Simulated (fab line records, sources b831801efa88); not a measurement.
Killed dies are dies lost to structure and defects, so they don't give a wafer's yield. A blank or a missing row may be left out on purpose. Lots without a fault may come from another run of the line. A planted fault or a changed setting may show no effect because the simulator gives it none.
A struck lot beside a sound one | flow sky130 | 34 steps out of a route of 708
Sound: wafers L851.1, L851.2, L851.3. Struck: wafers L860.1, L860.4, L860.6. The cause comes at the end.
At each step with rows: each side's tool, then ch and its chambers, then its first start. Under that, the readings that differ: sound wafers | struck wafers | difference of the means | sigmas: that difference in standard deviations of wafers without a fault.
alike: readings whose means differ by less than 2 such deviations, and words and numbers that are the same on both sides. not compared: withheld readings, readings that some wafer has no value for, bounds like >300 that may hide the same value, and numbers for which the record gives no deviation and whose values overlap.
The two part at a step that has a row with sigmas, a row that says differs or no value, or rows on one side only. Numbers that don't overlap but have no deviation are shown without sigmas and don't part them. A reading that every wafer of one side lacks parts them only if that side has two wafers or more.

first, 7 steps without rows for these wafers: SKY_SONOS_TUNNEL_DEVELOP_06 (develop time 60 s); SKY_SONOS_TUNNEL_IMPLANT_09; SKY_SONOS_TUNNEL_WET_ETCH_10 (etches SiO2 in dHF, target depth 14 nm, time 280 s); SKY_SONOS_TUNNEL_STRIP_11 (strips in SPM, time 600 s); SKY_SONOS_TUNNEL_CLEAN_13 (cleans in dHF, time 20 s); SKY_SONOS_ONO_OXIDATION_00 (stabilise 600 s, purge 300 s, target thk 2.6 nm); SKY_SONOS_ONO_CVD_02 (deposits Si3N4 from DCS/NH3, target thk 10.5 nm, time 180 s).
SKY_SONOS_ONO_CVD_04: deposits SiO2 from SiH4/N2O, target thk 5.7199 nm.
  sound on lpcvd-03 ch 1, day 12 07:50; struck on lpcvd-03 ch 0, day 15 08:21
  reading                                    | sound             | struck            | difference | sigmas
  zone_power_lower_pct (%)                   | 19.9 20.0 20.5    | 17.6 17.7 17.8    | -2.4       | -2
  model.SiO2_of_SONOS_ONO_CVD_04.thk_nm (nm) | 5.747 5.781 5.718 | 5.978 6.016 6.005 | +0.251     |
  alike: zone_power_upper_pct
SKY_SONOS_ONO_THK_MEAS_05:
  sound on film_metro-03, day 12 09:05; struck on film_metro-02, day 15 09:36
  reading                   | sound          | struck         | difference | sigmas
  SONOS_ONO_CVD_04_THK (nm) | 5.76 5.79 5.74 | 6.04 6.07 5.95 | +0.26      | +3
then, 23 steps without rows for these wafers: SKY_SONOS_ONO_DEHYDRATE_06 (time 60 s); SKY_SONOS_ONO_HMDS_07 (prime time 60 s); SKY_SONOS_ONO_COAT_08 (resist thk 1140 nm); SKY_SONOS_ONO_SOFTBAKE_09 (time 60 s); SKY_SONOS_ONO_EXPOSE_10 (exposes mask ONOM, target cd 410 nm); SKY_SONOS_ONO_PEB_11; SKY_SONOS_ONO_DEVELOP_12 (develop time 60 s); SKY_SONOS_ONO_ETCH_15 (etches the open film in CHF3/O2, target depth 19.52 nm, time 7.8 s); SKY_SONOS_ONO_WET_ETCH_16 (etches SiO2 in dHF, target depth 14 nm, time 280 s); SKY_SONOS_ONO_STRIP_17 (strips in O2/N2); SKY_SONOS_ONO_WET_ETCH_18 (etches Si3N4 in H3PO4, target depth 15 nm, time 172 s); SKY_GATE_OXIDE_CLEAN_00 (cleans in SC1/SC2, time 150 s); SKY_GATE_OXIDE_OXIDATION_01 (stabilise 600 s, purge 300 s, target thk 10.268 nm); SKY_GATE_OXIDE_DEHYDRATE_03 (time 60 s); SKY_GATE_OXIDE_HMDS_04 (prime time 60 s); SKY_GATE_OXIDE_COAT_05 (resist thk 1140 nm); SKY_GATE_OXIDE_SOFTBAKE_06 (time 60 s); SKY_GATE_OXIDE_EXPOSE_07 (exposes mask LVOM, target cd 600 nm); SKY_GATE_OXIDE_PEB_08; SKY_GATE_OXIDE_DEVELOP_09 (develop time 60 s); SKY_GATE_OXIDE_IMPLANT_11; SKY_GATE_OXIDE_WET_ETCH_12 (etches SiO2 in dHF, target depth 16.8 nm, time 336 s); SKY_GATE_OXIDE_STRIP_13 (strips in O2/N2).
-- the record jumps here: 2 days lie between the struck wafers' starts before and after --
SKY_GATE_OXIDE_CLEAN_15: cleans in SC1/SC2, time 150 s.
  sound on wet_bench-03 ch 2, day 14 13:55; struck on wet_bench-02 ch 3, day 17 19:30
  reading                                    | sound             | struck          | difference | sigmas
  model.SiO2_of_SONOS_ONO_CVD_04.thk_nm (nm) | 4.223 4.259 4.191 | 4.471 4.512 4.5 | +0.270     |
  alike: temp_c
-- the record jumps here: 31 days lie between the struck wafers' starts before and after (it left off in module GATE_OXIDE and takes up again in module PAD_OPEN, whose first step shown is number 708 of the route) --
SKY_PAD_OPEN_PROBE_99:
  sound on prober-02, day 46 10:34; struck on prober-01, day 48 17:58
  reading                               | sound               | struck               | difference | sigmas
  model.etest.sonos_programmed.vt_v (V) | 1.466 1.373 1.494   | 1.358 1.301 1.328    | -0.115     |
  model.etest.sonos_baked.vt_v (V)      | 1.014 0.8816 0.9746 | 0.8382 0.7858 0.8092 | -0.1457    |
  alike: killed_at_M0_to_M3, killed_at_M4_up, killed_at_contacts, killed_at_front_end, killed_at_other, killed_dies, killed_open, killed_short
  not compared: model.etest.cap_ono.gate_log10_a_cm2, model.etest.cap_ono.tox_acc_nm, model.etest.sonos_erased.vt_v

WHERE THEY PART
First at SKY_SONOS_ONO_CVD_04; last, within this record, at SKY_SONOS_ONO_THK_MEAS_05. Later steps at which nothing parts them and some readings are alike: SKY_GATE_OXIDE_CLEAN_15, SKY_PAD_OPEN_PROBE_99.

WHY: what the simulator had put in
Process parameter drift: lpcvd-03, from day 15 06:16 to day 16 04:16, at SKY_SONOS_ONO_CVD_04. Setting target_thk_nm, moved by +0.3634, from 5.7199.
